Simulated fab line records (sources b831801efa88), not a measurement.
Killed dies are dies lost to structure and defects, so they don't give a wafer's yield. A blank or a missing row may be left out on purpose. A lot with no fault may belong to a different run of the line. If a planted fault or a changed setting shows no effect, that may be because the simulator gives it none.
Which of the tools did it? + flow sfqLine + 14 lots, 42 wafers sampled, at 2 steps of a route of 325

WHAT THE GAUGES SHOWED, per wafer
SFQ_M5_OVL_MEAS_932.
| lot  | measured     | on         | M5_OVL (nm) |
|------|--------------|------------|-------------|
| L994 | day 60 18:49 | overlay-02 | 2 0 0       |
| L995 | day 60 23:37 | overlay-02 | 4 3 6       |
| L996 | day 61 02:01 | overlay-02 | -7 -1 -4    |
| L997 | day 61 04:25 | overlay-02 | 3 3 -1      |
| L998 | day 61 06:49 | overlay-01 | 4 2 1       |
| L101 | day 61 21:13 | overlay-01 | 7 5 8       |
| L104 | day 63 05:43 | overlay-02 | 3 4 -2      |
| L106 | day 68 06:32 | overlay-02 | -8 -2 -2    |
| L107 | day 68 10:08 | overlay-01 | 5 4 6       |
| L111 | day 68 22:16 | overlay-01 | -4 2 3      |
| L113 | day 73 06:30 | overlay-02 | -9 -9 -7    |
| L115 | day 73 22:07 | overlay-02 | 2 3 7       |
| L116 | day 74 01:43 | overlay-01 | -1 0 -3     |
| L117 | day 74 04:06 | overlay-01 | -5 -6 -6    |

EACH LOT AND THE TOOL THAT RAN IT (in order: tool; ch and the chambers of the sampled wafers; start)
| lot  | SFQ_TRILAYER_I4_VIA_ETCH_VIA_ETCH_106 |
|------|---------------------------------------|
| L994 | rieDiel-01 ch 1,2,3, day 55 05:48     |
| L995 | rieDiel-03 ch 0,1, day 55 14:31       |
| L996 | rieDiel-01 ch 0,1,2, day 55 16:55     |
| L997 | rieDiel-03 ch 0,3, day 55 19:19       |
| L998 | rieDiel-01 ch 0,1, day 55 21:43       |
| L101 | rieDiel-01 ch 1,3, day 56 08:31       |
| L104 | rieDiel-01 ch 0,3, day 56 21:43       |
| L106 | rieDiel-01 ch 2,3, day 57 01:19       |
| L107 | rieDiel-03 ch 1,2,3, day 57 02:31     |
| L111 | rieDiel-03 ch 1,2, day 57 09:44       |
| L113 | rieDiel-01 ch 0,1,3, day 62 16:35     |
| L115 | rieDiel-02 ch 0,2,3, day 63 12:59     |
| L116 | rieDiel-03 ch 0,1,2, day 63 14:11     |
| L117 | rieDiel-01 ch 2,3, day 63 20:11       |
- SFQ_TRILAYER_I4_VIA_ETCH_VIA_ETCH_106: etches SiO2 in CHF3, stops on Nb, target depth 260 nm.

AS READ BY THE TOOLS THEMSELVES (means over the sampled wafers that have a number; for cases with no such wafer, the mark the record gives instead)
SFQ_TRILAYER_I4_VIA_ETCH_VIA_ETCH_106.
| lot  | tool       | drypumpMotorCurrentA (A) | oesProductAu (a.u.) | rfFwdPowerW (W) |
|------|------------|--------------------------|---------------------|-----------------|
| L994 | rieDiel-01 | 5.64                     | 0.856               | 498.9           |
| L995 | rieDiel-03 | 5.70                     | 0.857               | 498.2           |
| L996 | rieDiel-01 | 5.57                     | 0.852               | 498.3           |
| L997 | rieDiel-03 | 5.85                     | 0.862               | 498.7           |
| L998 | rieDiel-01 | 5.36                     | 0.854               | 499.5           |
| L101 | rieDiel-01 | 5.39                     | 0.857               | 499.6           |
| L104 | rieDiel-01 | 5.57                     | 0.853               | 497.9           |
| L106 | rieDiel-01 | 5.89                     | 0.850               | 500.1           |
| L107 | rieDiel-03 | 5.75                     | 0.852               | 498.2           |
| L111 | rieDiel-03 | 5.62                     | 0.852               | 499.6           |
| L113 | rieDiel-01 | 5.45                     | 0.860               | 498.3           |
| L115 | rieDiel-02 | 5.58                     | 0.848               | 498.0           |
| L116 | rieDiel-03 | 5.65                     | 0.852               | 498.3           |
| L117 | rieDiel-01 | 5.80                     | 0.853               | 497.5           |

THE ANSWER, worked out from the rows above alone
Rule: usual is defined by the lots themselves. The widest of any qualifying gaps counts: lots, ordered by their means at a reading, are off when they make up no more than a third of the lots, leave a main group of 4 or more, and stand apart from it by 3 or more times the standard deviation of that group's means. A main group whose means are all the same, to the digits that the tables above print for the reading, isn't used. A lot without any number at a reading at which 4 lots or more have one is off too. Where the step has rows for the other lots, those lots are counted as sound. The gauges are gone through in route order, then the tools' own readings, and for those a lot's mean is taken as printed above. The first step at which some lot is off is used, and at that step the reading that is off furthest; a lot without a number counts as furthest.
Nothing can be told from this: no lot is off at any reading shown.

WHAT THE SIMULATOR PUT IN
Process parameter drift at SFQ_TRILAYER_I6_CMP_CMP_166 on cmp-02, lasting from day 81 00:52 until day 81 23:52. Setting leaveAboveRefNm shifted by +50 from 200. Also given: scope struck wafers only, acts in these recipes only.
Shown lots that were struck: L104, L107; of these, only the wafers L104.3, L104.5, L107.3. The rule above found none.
